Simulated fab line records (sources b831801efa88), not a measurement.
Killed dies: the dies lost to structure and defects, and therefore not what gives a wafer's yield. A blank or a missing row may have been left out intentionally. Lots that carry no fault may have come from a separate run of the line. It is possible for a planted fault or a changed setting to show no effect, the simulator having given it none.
fab line records | flow sky130
record lots=7 | wafers=21 | last-day=50
route steps=708 shown FIELD_ISO@27 NWELL@32 DNWELL@35
lots that met no fault: taken from a fault-free run of the same line
start-h: hours from the record's opening day to when the first of the lot's shown wafers began | wait-h: hours since the lot's step before | " same as the row above | L1.1+2: a row that stands for several wafers | - either no value or no given start | * or withheld: withheld | < > ~ a bound
route shown NAME@n: a module of which the file shows steps, and the number in the route of the first | usual: mean/standard deviation taken from wafers without a fault | same: alike in all rows | chamber/n: place in a boat | sites: each site's reading | _std_site: standard deviation of those values | _edge_site: the outer-site mean with the inner-site mean subtracted | radius-mm: for every site, how far away it sits from the centre of the wafer | mask NAME#n: copy n | behind: the last tool/chamber to shape the wafer | hold: the reason the lot was held/the length of the hold in hours/how it ended | device: whichever transistor did not switch (one of n, p or np) | end of line: the route-end tests of the same wafers | for a step that has no rows: nothing shown but its recipe | killed: not the wafer's yield, but the dies lost to structure and defects at the first sort | map: dies across one wafer; x = killed, . = not, _ = none there
set.NAME: setting as actually run; set.NAME@STEP: the setting as run at that earlier step | model.NAME: the simulator's own value behind a step, which no gauge read
lots seen at some steps along the route; tables by step, rows by wafer
services: when a tool's chamber went out of use (start-h, in hours from the record's first day, below 0 if earlier), for how many hours, and the reason
## steps
# step SKY_FIELD_ISO_ANNEAL_26
# recipe temp-c=1000 | time-s=1800 | ambient=N2
# step SKY_FIELD_ISO_CMP_27
# recipe stop-on=Si3N4 | t-overpolish-s=16 | down-force-psi=4 | platen-rpm=60 | target-thk-nm=457.8 | pad-velocity-m-s=0.94248
# usual motor-current-A=12.1/1.8 | overpolish-run-s=16.000/0.01 | time-to-endpoint-s=112/4.2
# same t-overpolish-s=16
lot.wafer | tool   | chamber | start-h | wait-h | motor-current-A | overpolish-run-s | time-to-endpoint-s
L959.2    | cmp-02 | 1       | 41.59   | 0.1    | 11.7            | 15.998           | 116
L959.1    | "      | 2       | "       | "      | 10.5            | 16.006           | 119
L959.4    | "      | 3       | "       | "      | 14.2            | 16.001           | 123
L965.1    | cmp-01 | 2       | 76.45   | 0.0    | 12.1            | 15.984           | 108
L965.2    | "      | 3       | "       | "      | 10.2            | 15.978           | 108
L965.5    | "      | 3       | "       | "      | 10.6            | 15.994           | 113
L966.2    | cmp-01 | 1       | 87.81   | 0.0    | 14.8            | 15.998           | 117
L966.3    | "      | 2       | "       | "      | 12.8            | 15.974           | 111
L966.6    | "      | 1       | "       | "      | 15.8            | 15.995           | 110
L967.2    | cmp-01 | 1       | 88.11   | 0.3    | 15.3            | 16.011           | 111
L967.1    | "      | 2       | "       | "      | 12.8            | 15.997           | 108
L967.3    | "      | 3       | "       | "      | 9.6             | 15.974           | 110
L970.2    | cmp-01 | 1       | 98.01   | 0.8    | 14.9            | 16.026           | 111
L970.6    | "      | 0       | "       | "      | 10.9            | 16.001           | 113
L970.5    | "      | 1       | "       | "      | 15.3            | 16.008           | 113
L972.4    | cmp-01 | 1       | 113.94  | 0.1    | 14.3            | 16.008           | 118
L972.2    | "      | 2       | "       | "      | 12.3            | 15.995           | 113
L972.1    | "      | 3       | "       | "      | 9.4             | 15.996           | 114
L980.2    | cmp-01 | 2       | 153.83  | 0.1    | 12.2            | 15.987           | 114
L980.6    | "      | 1       | "       | "      | 15.3            | 15.989           | 111
L980.5    | "      | 2       | "       | "      | 12.4            | 15.996           | 117
# step SKY_FIELD_ISO_WET_ETCH_28
# recipe chemistry=dHF | target-depth-nm=23.7 | target=SiO2 | dilution=10:1 | temp-c=25 | time-s=47
# step SKY_FIELD_ISO_WET_ETCH_29
# recipe chemistry=H3PO4 | target-depth-nm=160 | target=Si3N4 | temp-c=160 | time-s=1825
# step SKY_FIELD_ISO_WET_ETCH_30
# recipe chemistry=dHF | target-depth-nm=25 | target=SiO2 | dilution=10:1 | temp-c=25 | time-s=50
# step SKY_NWELL_CLEAN_00
# recipe chemistry=SC1/SC2 | mix=1:4:20 | temp-c=70 | time-s=150 | dry=n2-spin
# step SKY_NWELL_OXIDATION_01
# recipe temp-c=900 | ambient=O2 | stabilise-s=600 | purge-s=300 | target-thk-a=100 | ox-time-s=1418
# step SKY_NWELL_THK_MEAS_02
# recipe reads=SiO2_of_NWELL_OXIDATION_01
# usual NWELL_OXIDATION_THK=10.05/0.15
lot.wafer | tool          | chamber | start-h | wait-h | NWELL_OXIDATION_THK[nm]
L959.1    | film-metro-04 | -       | 45.84   | 0.0    | 9.91
L959.2    | "             | -       | "       | "      | 9.99
L959.4    | "             | -       | "       | "      | 9.89
L965.1    | film-metro-02 | -       | 86.31   | 0.0    | 10.10
L965.2    | "             | -       | "       | "      | 10.18
L965.5    | "             | -       | "       | "      | 10.16
L967.1    | film-metro-01 | -       | 95.66   | 0.0    | 9.97
L967.2    | "             | -       | "       | "      | 9.95
L967.3    | "             | -       | "       | "      | 10.14
L966.2    | film-metro-04 | -       | 95.67   | 0.0    | 10.18
L966.3    | "             | -       | "       | "      | 10.13
L966.6    | "             | -       | "       | "      | 10.27
L970.2    | film-metro-01 | -       | 104.21  | 0.0    | 9.96
L970.5    | "             | -       | "       | "      | 9.91
L970.6    | "             | -       | "       | "      | 9.89
L972.1    | film-metro-02 | -       | 120.72  | 0.0    | 10.22
L972.2    | "             | -       | "       | "      | 10.36
L972.4    | "             | -       | "       | "      | 10.28
L980.2    | film-metro-02 | -       | 156.10  | 0.0    | 9.73
L980.5    | "             | -       | "       | "      | 9.68
L980.6    | "             | -       | "       | "      | 9.84
# step SKY_DNWELL_DEHYDRATE_00
# recipe temp-c=200 | time-s=60
# step SKY_DNWELL_HMDS_01
# recipe prime-time-s=60 | prime-temp-c=120
# step SKY_DNWELL_COAT_02
# recipe spin-rpm=2000 | resist-thk-nm=3000
# step SKY_DNWELL_SOFTBAKE_03
# recipe temp-c=110 | time-s=withheld
# step SKY_DNWELL_EXPOSE_04
# recipe mask-id=DNM | na=0.57 | target-cd-nm=3000 | dose-mj=222
# usual exposure-dose-mJ-cm2=221.99/0.23 | focus-offset-nm=0.2/0.48
lot.wafer | tool             | chamber | start-h | wait-h | mask  | exposure-dose-mJ-cm2 | focus-offset-nm
L959.1    | iline-stepper-02 | 0       | 53.19   | -      | DNM#0 | 221.63               | 0.2
L959.2    | "                | 0       | "       | "      | DNM#0 | 222.03               | -0.6
L959.4    | "                | 0       | "       | "      | DNM#0 | 221.91               | -0.5
L965.1    | iline-stepper-01 | -       | 94.34   | -      | DNM#0 | -                    | -
L965.2    | "                | -       | "       | "      | DNM#0 | -                    | -
L965.5    | "                | -       | "       | "      | DNM#0 | -                    | -
L966.2    | iline-stepper-02 | -       | 103.96  | -      | DNM#0 | -                    | -
L966.3    | "                | -       | "       | "      | DNM#0 | -                    | -
L966.6    | "                | -       | "       | "      | DNM#0 | -                    | -
L967.1    | iline-stepper-01 | -       | 104.19  | -      | DNM#0 | -                    | -
L967.2    | "                | -       | "       | "      | DNM#0 | -                    | -
L967.3    | "                | -       | "       | "      | DNM#0 | -                    | -
L970.2    | iline-stepper-01 | 0       | 113.55  | -      | DNM#0 | 221.78               | 0.2
L970.5    | "                | 0       | "       | "      | DNM#0 | 221.58               | 0.9
L970.6    | "                | 0       | "       | "      | DNM#0 | 221.98               | 0.3
L972.1    | iline-stepper-01 | 0       | 129.39  | -      | DNM#0 | 222.28               | 0.0
L972.2    | "                | 0       | "       | "      | DNM#0 | 222.05               | -0.7
L972.4    | "                | 0       | "       | "      | DNM#0 | 222.16               | -0.7
L980.2    | iline-stepper-01 | 0       | 166.11  | -      | DNM#0 | 221.71               | 0.3
L980.5    | "                | 0       | "       | "      | DNM#0 | 222.07               | 1.2
L980.6    | "                | 0       | "       | "      | DNM#0 | 221.82               | 0.8
# step SKY_DNWELL_PEB_05
# recipe temp-c=115 | time-s=withheld
# step SKY_DNWELL_DEVELOP_06
# recipe wall-angle-deg=90 | developer=TMAH | develop-time-s=60 | dev-temp-c=23
# step SKY_DNWELL_IMPLANT_07
# recipe species=P | energy-kev=withheld | dose-cm2=withheld | tilt-deg=withheld
# step SKY_DNWELL_STRIP_08
# recipe chemistry=O2/N2 | power-w=1400 | pressure-mtorr=1500 | platen-temp-c=withheld | o2-flow-sccm=3000 | n2-flow-sccm=300 | overash-fraction=0.5
# usual drypump-motor-current-A=5.6/0.34 | oes-product-au=0.721/0.0047 | strip-time-to-endpoint-s=36.90/0.091
lot.wafer | tool            | chamber | start-h | wait-h | drypump-motor-current-A | oes-product-au | rf-hours-counter-h | strip-time-to-endpoint-s
L959.1    | plasma-asher-01 | 1       | 60.79   | 0.1    | 5.7                     | 0.717          | 36                 | 37.01
L959.2    | "               | 0       | "       | "      | 5.4                     | 0.723          | 36                 | 37.00
L959.4    | "               | 1       | "       | "      | 5.7                     | 0.717          | -                  | 36.99
L965.1    | plasma-asher-01 | 1       | 102.46  | 0.1    | 5.7                     | 0.723          | 40                 | 36.92
L965.2    | "               | 0       | "       | "      | 5.3                     | 0.724          | 40                 | 36.94
L965.5    | "               | 1       | "       | "      | 5.7                     | 0.724          | -                  | 36.99
L966.2    | plasma-asher-02 | 0       | 112.17  | 0.1    | 5.7                     | 0.723          | 44                 | 36.81
L966.3    | "               | 0       | "       | "      | 5.7                     | 0.726          | -                  | 36.91
L966.6    | "               | 1       | "       | "      | 5.4                     | 0.716          | -                  | 36.87
L967.1    | plasma-asher-02 | 1       | 113.29  | 0.1    | 5.4                     | 0.716          | 44                 | 36.79
L967.2    | "               | 0       | "       | "      | 5.7                     | 0.730          | 44                 | 36.76
L967.3    | "               | 0       | "       | "      | 5.7                     | 0.718          | -                  | 36.76
L970.2    | plasma-asher-01 | 1       | 122.01  | 0.1    | 5.7                     | 0.716          | 0                  | 36.98
L970.5    | "               | 1       | "       | "      | 5.7                     | 0.715          | -                  | 36.84
L970.6    | "               | 0       | "       | "      | 5.4                     | 0.720          | -                  | 36.93
L972.1    | plasma-asher-02 | 1       | 138.12  | 0.1    | 5.4                     | 0.713          | 46                 | 36.92
L972.2    | "               | 0       | "       | "      | 5.7                     | 0.724          | 46                 | 36.87
L972.4    | "               | 1       | "       | "      | 5.4                     | 0.716          | -                  | 36.83
L980.2    | plasma-asher-04 | 0       | 176.26  | 0.1    | 6.3                     | 0.719          | 50                 | 37.05
L980.5    | "               | 1       | "       | "      | 5.0                     | 0.724          | -                  | 37.16
L980.6    | "               | 0       | "       | "      | 6.2                     | 0.727          | -                  | 37.10
# step SKY_DNWELL_TW_MEAS_09
# usual DNWELL_TW=1111/8.6
lot.wafer | tool          | chamber | start-h | wait-h | hold                     | DNWELL_TW
L959.1    | film-metro-04 | -       | 60.89   | 0.1    | -                        | 1120
L959.2    | "             | -       | "       | "      | -                        | 1127
L959.4    | "             | -       | "       | "      | -                        | 1125
L965.1    | film-metro-04 | -       | 102.56  | 0.1    | await-dispo/0.2h/release | 30
L965.2    | "             | -       | "       | "      | await-dispo/0.2h/release | 30
L965.5    | "             | -       | "       | "      | await-dispo/0.2h/release | 30
L965.1    | film-metro-04 | -       | 102.86  | 0.3    | -                        | 30
L965.2    | "             | -       | "       | "      | -                        | 30
L965.5    | "             | -       | "       | "      | -                        | 30
L966.2    | film-metro-04 | -       | 112.28  | 0.1    | await-dispo/0.2h/release | 30
L966.3    | "             | -       | "       | "      | await-dispo/0.2h/release | 30
L966.6    | "             | -       | "       | "      | await-dispo/0.2h/release | 30
L966.2    | film-metro-04 | -       | 112.51  | 0.2    | -                        | 30
L966.3    | "             | -       | "       | "      | -                        | 30
L966.6    | "             | -       | "       | "      | -                        | 30
L967.1    | film-metro-02 | -       | 113.39  | 0.1    | await-dispo/0.2h/release | 30
L967.2    | "             | -       | "       | "      | await-dispo/0.2h/release | 30
L967.3    | "             | -       | "       | "      | await-dispo/0.2h/release | 30
L967.1    | film-metro-02 | -       | 113.61  | 0.2    | -                        | 30
L967.2    | "             | -       | "       | "      | -                        | 30
L967.3    | "             | -       | "       | "      | -                        | 30
L970.2    | film-metro-04 | -       | 122.12  | 0.1    | -                        | 1102
L970.5    | "             | -       | "       | "      | -                        | 1108
L970.6    | "             | -       | "       | "      | -                        | 1105
L972.1    | film-metro-01 | -       | 138.22  | 0.1    | -                        | 1114
L972.2    | "             | -       | "       | "      | -                        | 1108
L972.4    | "             | -       | "       | "      | -                        | 1102
L980.2    | film-metro-02 | -       | 176.37  | 0.1    | -                        | 1091
L980.5    | "             | -       | "       | "      | -                        | 1103
L980.6    | "             | -       | "       | "      | -                        | 1104
## services
tool             | chamber | start-h | hours | kind
cmp-02           | -       | 24.03   | 0.8   | repair
iline-stepper-01 | -       | 33.21   | 0.9   | repair
cmp-02           | -       | 49.46   | 1.3   | repair
cmp-02           | -       | 53.30   | 1.0   | repair
cmp-01           | -       | 55.96   | 2.0   | repair
cmp-01           | -       | 63.50   | 1.0   | repair
cmp-02           | -       | 64.00   | 4.0   | pm
cmp-01           | -       | 64.24   | 0.8   | repair
plasma-asher-04  | -       | 80.81   | 2.8   | pm
cmp-02           | -       | 81.63   | 40.2  | repair
iline-stepper-01 | -       | 82.28   | 4.4   | pm
plasma-asher-04  | -       | 88.59   | 0.4   | repair
plasma-asher-01  | -       | 108.75  | 9.0   | pm
plasma-asher-01  | 0       | 108.75  | 9.7   | vent-cycle
plasma-asher-01  | 1       | 108.75  | 9.7   | vent-cycle
plasma-asher-01  | -       | 114.63  | 3.8   | repair
plasma-asher-01  | 0       | 117.75  | -     | clean
iline-stepper-01 | -       | 117.78  | 1.7   | pm
cmp-01           | -       | 120.83  | 0.8   | repair
cmp-01           | -       | 133.96  | 4.0   | pm
cmp-02           | -       | 138.08  | 6.0   | pm
iline-stepper-01 | 0       | 165.87  | -     | calibration
cmp-02           | -       | 166.85  | 0.5   | repair
iline-stepper-02 | -       | 170.95  | 1.7   | pm
## key
first-sign step=SKY_DNWELL_EXPOSE_04 | reading=tool-record | direction=missing
effect step=SKY_DNWELL_TW_MEAS_09 | reading=visit | direction=added
effect step=SKY_DNWELL_TW_MEAS_09 | reading=DNWELL_TW | direction=down | sigmas=99+ | usual=1111 | struck=30
met-at SKY_DNWELL_EXPOSE_04
struck-wafers L965.1,L965.2,L965.5,L966.2,L966.3,L966.6,L967.1,L967.2,L967.3
scrapped-behind SKY_DNWELL_TW_MEAS_09 L965.1,L965.2,L965.5,L966.2,L966.3,L966.6,L967.1,L967.2,L967.3
onset-between 53.19 94.34
fault kind=skipped-step-whole | tool=iline-stepper-01,iline-stepper-02 | chamber=- | onset-h=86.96 | steps=SKY_DNWELL_EXPOSE_04 | scope=struck-lots-only
